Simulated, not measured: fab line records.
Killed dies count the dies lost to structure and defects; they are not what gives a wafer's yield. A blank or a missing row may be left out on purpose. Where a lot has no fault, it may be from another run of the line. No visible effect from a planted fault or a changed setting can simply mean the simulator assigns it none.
A single fault, viewed from 2 desks + flow gf180mcu + each desk holds nothing but its own numbers, with what lay behind them at the end

AT THE TOOL OWNER'S DESK: rtp-anneal-01
The tool's own readings at GF_PSD_RTA_13 (time 20 s): means of the sampled wafers that have a number, for each lot that ran on this tool. A lot is out of limits, marked OUT, if its mean lies more than 4 standard deviations from the usual mean; the brackets give that distance.
Columns: A = lamp-power-pct at GF_PSD_RTA_13, usual 37.8 %; B = wafer_temp_C_max at GF_PSD_RTA_13, usual 1029.2
| lot  | first seen here | A    | B                 |
|------|-----------------|------|-------------------|
| L226 | day 14 15:41    | 34.7 | 1031.1            |
| L230 | day 16 05:38    | 34.7 | 1030.3            |
| L234 | day 17 15:56    | 35.4 | 1037.7 (+5.7) OUT |
| L235 | day 18 00:23    | 35.4 | 1038.2 (+6.0) OUT |
| L244 | day 21 05:40    | 34.7 | 1030.1            |
| L245 | day 21 11:43    | 34.7 | 1030.7            |
| L246 | day 21 22:13    | 34.7 | 1031.3            |
This desk's verdict: out of limits on L234, L235, starting with L234 at day 17 15:56 (wafer_temp_C_max at GF_PSD_RTA_13). Within limits: L226, L230, L244, L245, L246.

AT THE METROLOGY DESK
What the gauges read, lot by lot, whatever tool the lot ran on: means of the sampled wafers that have a number. A lot is out of limits, marked OUT, if its mean lies more than 4 standard deviations from the usual mean; the brackets give that distance.
Columns: A = NSD_RS at GF_PSD_RS_MEAS_14, usual 46.16 ohm/sq; B = PSD_RS at GF_PSD_RS_MEAS_15, usual 108.57 ohm/sq; C = SALICIDE_TIN_RS at GF_SALICIDE_RS_MEAS_04, usual 16.4 ohm/sq
| lot  | first seen here | A               | B                | C    |
|------|-----------------|-----------------|------------------|------|
| L226 | day 14 15:51    | 46.17           | 108.56           | 16.3 |
| L227 | day 15 00:56    | 46.02           | 108.12           | 16.7 |
| L229 | day 15 23:32    | 46.16           | 108.42           | 15.9 |
| L230 | day 16 05:43    | 46.19           | 108.71           | 16.4 |
| L234 | day 17 16:01    | 44.94 (-14) OUT | 104.23 (-15) OUT | 16.4 |
| L235 | day 18 00:28    | 45.09 (-13) OUT | 104.83 (-13) OUT | 16.5 |
| L237 | day 18 20:29    | 46.24           | 108.60           | 16.1 |
| L239 | day 19 08:55    | 46.14           | 108.46           | 16.8 |
| L244 | day 21 05:44    | 46.20           | 108.73           | 17.0 |
| L245 | day 21 11:49    | 46.16           | 108.99           | 16.3 |
| L246 | day 21 22:18    | 46.18           | 108.44           | 16.7 |
This desk finds L234, L235 out of limits, with the earliest case on L234 at day 17 16:01 (NSD_RS at GF_PSD_RS_MEAS_14). Within limits: L226, L227, L229, L230, L237, L239, L244, L245, L246.

PUT TOGETHER
On L234, L235, at day 17 15:56, an alarm was possible from the tool owner's desk.
On L234, L235, the metrology desk was in a position to raise an alarm at day 17 16:01.
Every lot named ran GF_PSD_RTA_13 on rtp-anneal-01.

WHAT HAD BEEN PUT IN BY THE SIMULATOR
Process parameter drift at GF_PSD_RTA_13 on rtp-anneal-01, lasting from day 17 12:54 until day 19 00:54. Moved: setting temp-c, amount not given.
Lots struck among those shown: L234, L235.
Counting hours from when the fault started, the first reading out of limits came at 3 for the tool owner's desk and at 3 for the metrology desk.
